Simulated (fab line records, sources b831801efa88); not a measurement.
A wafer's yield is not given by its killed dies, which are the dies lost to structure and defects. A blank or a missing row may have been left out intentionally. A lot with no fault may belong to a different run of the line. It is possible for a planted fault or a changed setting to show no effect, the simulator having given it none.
fab line records + flow sky130
record
- lots=5
- wafers=15
- last_day=47
route steps=708 shown FIELD_ISO@2 PAD_OPEN@708
lots that met no fault: taken from a fault-free run of the same line
start_h: start of the lot's first displayed wafer, in hours after the record's first day + wait_h: hours from the lot's prior step to this one + " as in the row above + L1.1+2: several wafers, shown together as one row + - no value present, or no start provided + * or withheld: withheld + < > ~ a bound
route shown NAME@n: names a module that has steps shown in the file, with the first one's number in the route + usual: the fault-free wafers' mean and standard deviation + same: alike in all rows + chamber/n: place in a boat + sites: each site's reading + _std_site: how widely they spread, as a standard deviation + _edge_site: mean of outer sites minus mean of inner sites + radius_mm: how far each site lies from the wafer's centre + mask NAME#n: copy n + behind: tool/chamber where the wafer was last shaped + hold: what put the lot on hold/how long, in hours/how the hold closed + device: transistor that didn't switch, given as n, p or np + end of line: the same wafers' tests at the end of the route + for a step that has no rows: nothing shown but its recipe + killed: dies that structure and defects cost at the first sort, which is not the same as the wafer's yield + map: dies across one wafer; x = killed, . = not, _ = none there
set.NAME: the run value of the setting; set.NAME@STEP: its run value at that earlier step + model.NAME: the simulator's own value behind a step, which no gauge read
lots seen at some steps along the route; tables by step, rows by wafer
services: from which hour (start_h, from the record's first day; less than 0 if before it) a tool's chamber was out of use, for how many hours, and why
## steps
# step SKY_FIELD_ISO_OXIDATION_01
# recipe
- temp_c=900
- ambient=O2
- stabilise_s=600
- purge_s=300
- target_thk_a=120
- ox_time_s=1843
# usual
- spike_tc_top_C=911.7/1.3
# same
- ox_time_s=1843
| lot.wafer | tool       | chamber | start_h | wait_h | spike_tc_top_C |
|-----------|------------|---------|---------|--------|----------------|
| L701.3    | furnace-01 | 0       | 10.12   | 0.1    | 913.6          |
| L701.4    | "          | 0       | "       | "      | 912.3          |
| L701.5    | "          | 0       | "       | "      | 911.8          |
| L704.1    | furnace-02 | 0       | 25.12   | 0.1    | 910.9          |
| L704.3    | "          | 0       | "       | "      | 911.6          |
| L704.6    | "          | 0       | "       | "      | 911.4          |
| L705.2    | furnace-02 | 0       | 30.12   | 0.1    | 909.8          |
| L705.4    | "          | 0       | "       | "      | 911.3          |
| L705.6    | "          | 0       | "       | "      | 911.3          |
| L705.2    | furnace-02 | 0       | 31.80   | 0.2    | 912.2          |
| L705.4    | "          | 0       | "       | "      | 909.1          |
| L705.6    | "          | 0       | "       | "      | 911.7          |
| L706.4    | furnace-01 | 0       | 35.97   | 0.9    | 912.7          |
| L706.5    | "          | 0       | "       | "      | 913.3          |
| L706.6    | "          | 0       | "       | "      | 912.9          |
| L706.4    | furnace-02 | 0       | 38.07   | 0.6    | 911.0          |
| L706.5    | "          | 0       | "       | "      | 908.9          |
| L706.6    | "          | 0       | "       | "      | 910.9          |
| L713.3    | furnace-02 | 0       | 70.64   | 0.6    | 910.5          |
| L713.4    | "          | 0       | "       | "      | 911.3          |
| L713.5    | "          | 0       | "       | "      | 911.2          |
| L713.3    | furnace-01 | 0       | 72.95   | 0.8    | 911.3          |
| L713.4    | "          | 0       | "       | "      | 910.4          |
| L713.5    | "          | 0       | "       | "      | 913.6          |
# step SKY_FIELD_ISO_THK_MEAS_02
# recipe
- reads=SiO2_of_FIELD_ISO_OXIDATION_01
# usual
- FIELD_ISO_OXIDATION_00_THK=12.06/0.2
| lot.wafer | tool          | chamber | start_h | wait_h | FIELD_ISO_OXIDATION_00_THK[nm] |
|-----------|---------------|---------|---------|--------|--------------------------------|
| L701.3    | film_metro-01 | -       | 11.65   | 0.0    | 11.94                          |
| L701.4    | "             | -       | "       | "      | 11.71                          |
| L701.5    | "             | -       | "       | "      | 11.82                          |
| L704.1    | film_metro-04 | -       | 26.63   | 0.0    | 12.27                          |
| L704.3    | "             | -       | "       | "      | 12.24                          |
| L704.6    | "             | -       | "       | "      | 12.18                          |
| L705.2    | film_metro-03 | -       | 33.32   | 0.0    | 19.36                          |
| L705.4    | "             | -       | "       | "      | 19.82                          |
| L705.6    | "             | -       | "       | "      | 19.38                          |
| L706.4    | film_metro-03 | -       | 39.63   | 0.1    | 19.41                          |
| L706.5    | "             | -       | "       | "      | 19.43                          |
| L706.6    | "             | -       | "       | "      | 19.24                          |
| L713.3    | film_metro-04 | -       | 74.52   | 0.1    | 19.78                          |
| L713.4    | "             | -       | "       | "      | 19.38                          |
| L713.5    | "             | -       | "       | "      | 19.65                          |
# step SKY_FIELD_ISO_CVD_03
# recipe
- material=Si3N4
- precursor=DCS/NH3
- target_thk_nm=165
- temp_c=770
- time_s=2830
- pressure_mtorr=250
# step SKY_FIELD_ISO_DEHYDRATE_05
# recipe
- temp_c=200
- time_s=60
# step SKY_FIELD_ISO_HMDS_06
# recipe
- prime_time_s=60
- prime_temp_c=120
# step SKY_FIELD_ISO_COAT_07
# recipe
- resist=BARC
- temp_c=withheld
- time_s=withheld
- spin_rpm=3000
- resist_thk_nm=61.2
# step SKY_FIELD_ISO_COAT_08
# recipe
- resist=KrF-thick
- spin_rpm=3000
- resist_thk_nm=450
# step SKY_FIELD_ISO_SOFTBAKE_09
# recipe
- temp_c=100
- time_s=90
- resist=KrF-thick
# step SKY_FIELD_ISO_EXPOSE_10
# recipe
- mask_id=FOM
- na=0.68
- source_shape=annular
- sigma_inner=0.4
- sigma_outer=0.8
- target_cd_nm=150
- dose_mj=28
# step SKY_FIELD_ISO_PEB_11
# recipe
- peb_temp_c=withheld
- peb_time_s=withheld
- resist=KrF-thick
# step SKY_FIELD_ISO_DEVELOP_12
# recipe
- develop_time_s=60
- resist=KrF-thick
- dev_temp_c=21
# step SKY_FIELD_ISO_ETCH_14
# recipe
- chemistry=N2/H2
- target=BARC
- ion_energy_ev=200
- source_w=500
- bias_w=100
- pressure_mtorr=30
- n2_flow_sccm=100
- h2_flow_sccm=200
- stop_on=SiO2
- time_s=45.9
- target_depth_a=600
# step SKY_FIELD_ISO_ETCH_15
# recipe
- chemistry=CHF3/O2
- target_depth_nm=180
- stop_on=Si
- source_w=600
- bias_w=200
- pressure_mtorr=40
- chf3_flow_sccm=50
- O2_flow_sccm=5
- time_s=72
# step SKY_FIELD_ISO_STRIP_16
# recipe
- chemistry=O2/N2
- power_w=1400
- pressure_mtorr=1500
- platen_temp_c=withheld
- o2_flow_sccm=3000
- n2_flow_sccm=300
- overash_fraction=0.4779
# step SKY_FIELD_ISO_ETCH_17
# recipe
- target_depth_a=3420
- mask_material=Si3N4
- chemistry=HBr/Cl2/O2
- target=Si
- taper_deg=5
- icp_w=600
- bias_w=150
- pressure_mtorr=15
- HBr_flow_sccm=150
- Cl2_flow_sccm=40
- O2_flow_sccm=6
- time_s=97.7
# step SKY_FIELD_ISO_WET_ETCH_18
# recipe
- chemistry=H3PO4
- target_depth_nm=25
- temp_c=160
- target=Si3N4
- time_s=286
# step SKY_FIELD_ISO_CLEAN_19
# recipe
- chemistry=SC1/SC2
- mix=1:4:20
- temp_c=70
- time_s=150
# step SKY_FIELD_ISO_CLEAN_20
# recipe
- chemistry=dHF
- time_s=20
- dilution=100:1
# step SKY_FIELD_ISO_WET_ETCH_21
# recipe
- chemistry=dHF
- dilution=100:1
- target_depth_nm=20
- dry=ipa_marangoni
- target=SiO2
- temp_c=25
- time_s=400
# step SKY_FIELD_ISO_OXIDATION_22
# recipe
- temp_c=950
- ambient=O2
- stabilise_s=600
- purge_s=300
- target_thk_a=100
- ox_time_s=623
# step SKY_FIELD_ISO_CVD_24
# recipe
- material=SiO2
- target_thk_nm=595
- temp_c=650
- sigma_open_frac=0.3
- time_s=99.2
- sih4_flow_sccm=60
- pressure_mtorr=6
# step SKY_FIELD_ISO_ANNEAL_26
# recipe
- temp_c=1000
- time_s=1800
- ambient=N2
# step SKY_FIELD_ISO_CMP_27
# recipe
- stop_on=Si3N4
- t_overpolish_s=16
- down_force_psi=4
- platen_rpm=60
- target_thk_nm=457.8
- pad_velocity_m_s=0.94248
# step SKY_FIELD_ISO_WET_ETCH_28
# recipe
- chemistry=dHF
- target_depth_nm=23.7
- target=SiO2
- dilution=10:1
- temp_c=25
- time_s=47
# step SKY_FIELD_ISO_WET_ETCH_29
# recipe
- chemistry=H3PO4
- target_depth_nm=160
- target=Si3N4
- temp_c=160
- time_s=1825
| lot.wafer | tool         | chamber | start_h | wait_h | model.SiO2_of_FIELD_ISO_OXIDATION_01.thk_nm |
|-----------|--------------|---------|---------|--------|---------------------------------------------|
| L701.3    | wet_bench-02 | 3       | 40.67   | 0.0    | 11.63                                       |
| L701.4    | "            | 3       | "       | "      | 11.44                                       |
| L701.5    | "            | 3       | "       | "      | 11.5                                        |
| L704.1    | wet_bench-03 | 3       | 48.84   | 0.0    | 11.92                                       |
| L704.3    | "            | 3       | "       | "      | 11.97                                       |
| L704.6    | "            | 3       | "       | "      | 11.83                                       |
| L705.2    | wet_bench-03 | 1       | 54.29   | 0.0    | 19.07                                       |
| L705.4    | "            | 1       | "       | "      | 19.49                                       |
| L705.6    | "            | 1       | "       | "      | 19.13                                       |
| L706.4    | wet_bench-02 | 1       | 62.02   | 0.0    | 19.1                                        |
| L706.5    | "            | 1       | "       | "      | 19.07                                       |
| L706.6    | "            | 1       | "       | "      | 18.93                                       |
| L713.3    | wet_bench-01 | 0       | 97.90   | 0.0    | 19.46                                       |
| L713.4    | "            | 0       | "       | "      | 19.08                                       |
| L713.5    | "            | 0       | "       | "      | 19.37                                       |
# step SKY_FIELD_ISO_WET_ETCH_30
# recipe
- chemistry=dHF
- target_depth_nm=25
- target=SiO2
- dilution=10:1
- temp_c=25
- time_s=50
# step SKY_PAD_OPEN_PROBE_99
# usual
- killed_at_M0_to_M3=43/7.1
- killed_at_M4_up=3.0/1.9
- killed_at_contacts=24/5
- killed_at_front_end=15/4.3
- killed_at_other=0.3/0.5
- killed_dies=85/9.6
- killed_on_rim=17/4.3
- killed_open=46/7.1
- killed_short=39/6.8
# same
- gross_dies=492
- killed_at_back_side=0
| lot.wafer | tool      | chamber | start_h | wait_h | killed_at_M0_to_M3 | killed_at_M4_up | killed_at_contacts | killed_at_front_end | killed_at_other | killed_dies | killed_on_rim | killed_open | killed_short | model.etest.pfet_16v.r_on_ohm_um | model.etest.field_n.vt_v | model.etest.sram_nfet_pass.off_log10_a_um | model.etest.diode_ndiff_fingers.leak_log10_a_cm2 | model.etest.diode_pdiff_fingers.leak_log10_a_cm2 | model.etest.sram_nfet_pass.vt_v | model.etest.sram_nfet_pass.vt_sat_v |
|-----------|-----------|---------|---------|--------|--------------------|-----------------|--------------------|---------------------|-----------------|-------------|---------------|-------------|--------------|----------------------------------|--------------------------|-------------------------------------------|--------------------------------------------------|--------------------------------------------------|---------------------------------|-------------------------------------|
| L701.3    | prober-02 | -       | 1076.91 | 0.2    | 44                 | 2               | 35                 | 17                  | 1               | 99          | 14            | 56          | 43           | 1.527e+04                        | 36.17                    | -12.66                                    | -6.995                                           | -6.678                                           | 0.6723                          | 0.5677                              |
| L701.4    | prober-02 | -       | 1076.96 | 0.2    | 55                 | 2               | 29                 | 13                  | 0               | 99          | 21            | 55          | 44           | 1.525e+04                        | 36.22                    | -12.76                                    | -6.649                                           | -6.913                                           | 0.6617                          | 0.5701                              |
| L701.5    | prober-02 | -       | 1077.01 | 0.2    | 35                 | 0               | 26                 | 19                  | 0               | 80          | 14            | 53          | 27           | 1.531e+04                        | 36.08                    | -12.66                                    | -6.696                                           | -6.685                                           | 0.6658                          | 0.5648                              |
| L705.2    | prober-01 | -       | 1084.35 | 0.1    | 42                 | 5               | 11                 | 21                  | 0               | 79          | 17            | 38          | 41           | 1.524e+04                        | 36.7                     | -13.3                                     | -6.801                                           | -7.031                                           | 0.7213                          | 0.6213                              |
| L705.4    | prober-01 | -       | 1084.45 | 0.2    | 56                 | 3               | 26                 | 11                  | 0               | 96          | 24            | 58          | 38           | 1.549e+04                        | 36.92                    | -13.28                                    | -6.798                                           | -6.775                                           | 0.7287                          | 0.6272                              |
| L705.6    | prober-01 | -       | 1084.55 | 0.2    | 33                 | 2               | 24                 | 20                  | 0               | 79          | 19            | 44          | 35           | 1.514e+04                        | 36.29                    | -13                                       | -6.862                                           | -6.97                                            | 0.6988                          | 0.5948                              |
| L704.1    | prober-02 | -       | 1094.67 | 0.1    | 41                 | 4               | 22                 | 16                  | 0               | 83          | 17            | 48          | 35           | 1.56e+04                         | 35.82                    | -12.68                                    | -6.601                                           | -6.498                                           | 0.6648                          | 0.5735                              |
| L704.3    | prober-02 | -       | 1094.77 | 0.2    | 40                 | 4               | 21                 | 14                  | 1               | 80          | 16            | 41          | 39           | 1.567e+04                        | 35.89                    | -13.1                                     | -6.728                                           | -6.635                                           | 0.7018                          | 0.5993                              |
| L704.6    | prober-02 | -       | 1094.92 | 0.2    | 39                 | 2               | 20                 | 13                  | 0               | 74          | 8             | 41          | 33           | 1.544e+04                        | 35.74                    | -12.49                                    | -6.33                                            | -6.599                                           | 0.6534                          | 0.5543                              |
| L706.4    | prober-01 | -       | 1096.43 | 0.2    | 44                 | 5               | 21                 | 19                  | 0               | 89          | 21            | 47          | 42           | 1.529e+04                        | 36.17                    | -13.06                                    | -7.408                                           | -6.828                                           | 0.6898                          | 0.5939                              |
| L706.5    | prober-01 | -       | 1096.48 | 0.2    | 40                 | 2               | 23                 | 11                  | 0               | 76          | 14            | 40          | 36           | 1.53e+04                         | 36.07                    | -13.08                                    | -6.904                                           | -6.987                                           | 0.6984                          | 0.6035                              |
| L706.6    | prober-01 | -       | 1096.53 | 0.2    | 38                 | 4               | 23                 | 14                  | 2               | 81          | 15            | 46          | 35           | 1.504e+04                        | 35.97                    | -13.26                                    | -7.032                                           | -7.153                                           | 0.7157                          | 0.6221                              |
| L713.3    | prober-02 | -       | 1137.57 | 0.2    | 39                 | 12              | 30                 | 15                  | 0               | 96          | 22            | 57          | 39           | 1.572e+04                        | 36.16                    | -13.07                                    | -7.104                                           | -6.904                                           | 0.7019                          | 0.6007                              |
| L713.4    | prober-02 | -       | 1137.62 | 0.2    | 41                 | 3               | 35                 | 14                  | 0               | 93          | 26            | 48          | 45           | 1.625e+04                        | 35.98                    | -13.15                                    | -6.808                                           | -6.749                                           | 0.7079                          | 0.6035                              |
| L713.5    | prober-02 | -       | 1137.67 | 0.2    | 42                 | 3               | 28                 | 19                  | 0               | 92          | 18            | 48          | 44           | 1.607e+04                        | 36.13                    | -13.35                                    | -6.854                                           | -6.741                                           | 0.7301                          | 0.6259                              |
# killed by level:class
L701.3 CONTACT:geometric_particle:open=15 VIA1:geometric_particle:open=12 LOCAL_INTERCONNECT:geometric_particle:short=6 LI_CONTACT:geometric_particle:open=6 VIA1:geometric_particle:short=6 POLY_GATE:geometric_particle:open=5 CONTACT:geometric_particle:short=5 VIA3:geometric_particle:open=5
L701.4 CONTACT:geometric_particle:open=12 VIA1:geometric_particle:open=10 LI_CONTACT:geometric_particle:open=8 VIA3:geometric_particle:open=7 VIA1:geometric_particle:short=7 VIA2:geometric_particle:open=6 METAL2:geometric_particle:short=6 POLY_GATE:geometric_particle:open=5
L701.5 CONTACT:geometric_particle:open=12 LI_CONTACT:geometric_particle:open=9 METAL1:geometric_particle:short=7 POLY_GATE:geometric_particle:open=6 VIA1:geometric_particle:open=6 VIA2:geometric_particle:open=6 VIA3:geometric_particle:open=6 FIELD_ISO:geometric_particle:short=5
L705.2 VIA1:geometric_particle:open=11 FIELD_ISO:geometric_particle:short=7 FIELD_ISO:geometric_particle:open=7 VIA1:geometric_particle:short=5 METAL1:geometric_particle:short=5 VIA2:geometric_particle:open=5 VIA2:geometric_particle:short=5 LOCAL_INTERCONNECT:geometric_particle:short=4
L705.4 VIA1:geometric_particle:open=14 CONTACT:geometric_particle:open=9 METAL1:geometric_particle:short=8 LI_CONTACT:geometric_particle:open=7 VIA3:geometric_particle:open=7 VIA2:geometric_particle:open=6 METAL2:geometric_particle:open=5 METAL3:geometric_particle:short=5
L705.6 CONTACT:geometric_particle:open=9 VIA1:geometric_particle:open=8 LI_CONTACT:geometric_particle:open=7 POLY_GATE:geometric_particle:open=6 FIELD_ISO:geometric_particle:open=5 CONTACT:geometric_particle:short=5 FIELD_ISO:geometric_particle:short=4 METAL1:geometric_particle:short=4
L704.1 LI_CONTACT:geometric_particle:open=9 VIA1:geometric_particle:open=8 CONTACT:geometric_particle:open=8 VIA2:geometric_particle:open=7 VIA1:geometric_particle:short=5 FIELD_ISO:geometric_particle:short=4 POLY_GATE:geometric_particle:open=4 LOCAL_INTERCONNECT:geometric_particle:short=4
L704.3 VIA1:geometric_particle:open=16 CONTACT:geometric_particle:open=7 LOCAL_INTERCONNECT:geometric_particle:short=5 FIELD_ISO:geometric_particle:short=4 LI_CONTACT:geometric_particle:short=4 METAL4:geometric_particle:short=4 VIA3:geometric_particle:open=4 METAL2:geometric_particle:short=4
L704.6 LI_CONTACT:geometric_particle:open=10 METAL1:geometric_particle:short=8 VIA3:geometric_particle:open=7 FIELD_ISO:geometric_particle:open=5 CONTACT:geometric_particle:open=5 FIELD_ISO:geometric_particle:short=4 VIA1:geometric_particle:short=4 METAL2:geometric_particle:short=4
L706.4 CONTACT:geometric_particle:open=11 VIA3:geometric_particle:open=10 FIELD_ISO:geometric_particle:short=8 VIA1:geometric_particle:open=7 METAL2:geometric_particle:short=5 METAL1:geometric_particle:short=5 VIA2:geometric_particle:open=5 FIELD_ISO:geometric_particle:open=4
L706.5 LI_CONTACT:geometric_particle:open=9 METAL1:geometric_particle:short=8 CONTACT:geometric_particle:open=7 VIA1:geometric_particle:short=5 VIA1:geometric_particle:open=5 LOCAL_INTERCONNECT:geometric_particle:short=4 METAL2:geometric_particle:open=4 METAL2:geometric_particle:short=4
L706.6 LI_CONTACT:geometric_particle:open=10 VIA2:geometric_particle:open=6 CONTACT:geometric_particle:open=6 VIA1:geometric_particle:open=6 METAL1:geometric_particle:short=5 VIA3:geometric_particle:open=5 FIELD_ISO:geometric_particle:open=4 POLY_GATE:geometric_particle:short=4
L713.3 CONTACT:geometric_particle:open=12 LI_CONTACT:geometric_particle:open=9 METAL1:geometric_particle:short=6 VIA1:geometric_particle:open=6 VIA3:geometric_particle:open=6 METAL4:geometric_particle:short=6 FIELD_ISO:geometric_particle:open=5 VIA1:geometric_particle:short=5
L713.4 CONTACT:geometric_particle:open=13 LOCAL_INTERCONNECT:geometric_particle:short=7 VIA3:geometric_particle:open=7 VIA1:geometric_particle:short=6 FIELD_ISO:geometric_particle:open=6 LI_CONTACT:geometric_particle:open=6 VIA1:geometric_particle:open=6 METAL1:geometric_particle:short=5
L713.5 CONTACT:geometric_particle:open=12 VIA1:geometric_particle:open=10 VIA1:geometric_particle:short=7 FIELD_ISO:geometric_particle:short=6 LI_CONTACT:geometric_particle:open=6 VIA3:geometric_particle:open=6 POLY_GATE:geometric_particle:short=5 VIA3:geometric_particle:short=4
## services
| tool       | chamber | start_h | hours | kind |
|------------|---------|---------|-------|------|
| furnace-02 | -       | 62.87   | 1.8   | pm   |
| furnace-02 | -       | 83.78   | 4.2   | pm   |
## key
first_sign
- step=SKY_FIELD_ISO_OXIDATION_01
- reading=visit
- direction=added
effect
- step=SKY_FIELD_ISO_THK_MEAS_02
- reading=FIELD_ISO_OXIDATION_00_THK
- direction=up
- sigmas=36
- usual=12.06
- struck=19.49
model_effect
- step=SKY_FIELD_ISO_WET_ETCH_29
- value=SiO2_of_FIELD_ISO_OXIDATION_01.thk_nm
- without=11.76
- struck=19.19
model_effect
- step=SKY_PAD_OPEN_PROBE_99
- value=etest.pfet_16v.r_on_ohm_um
- without=1.519e+04
- struck=1.551e+04
met_at SKY_FIELD_ISO_OXIDATION_01
struck_wafers L705.2,L705.4,L705.6,L706.4,L706.5,L706.6,L713.3,L713.4,L713.5
tester_left_out L705,L706,L713
fault
- kind=repeated_step_whole
- tool=furnace-01,furnace-02
- chamber=-
- onset_h=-
- steps=SKY_FIELD_ISO_OXIDATION_01
- times=1
- scope=struck_lots_only
# tester_left_out: of these lots the tester's yield and bins aren't shown, on N5 and GAA mostly nor the transistor test; their killed dies are dies lost to structure and defects alone, not to doping, threshold or leakage, so they don't give the yield
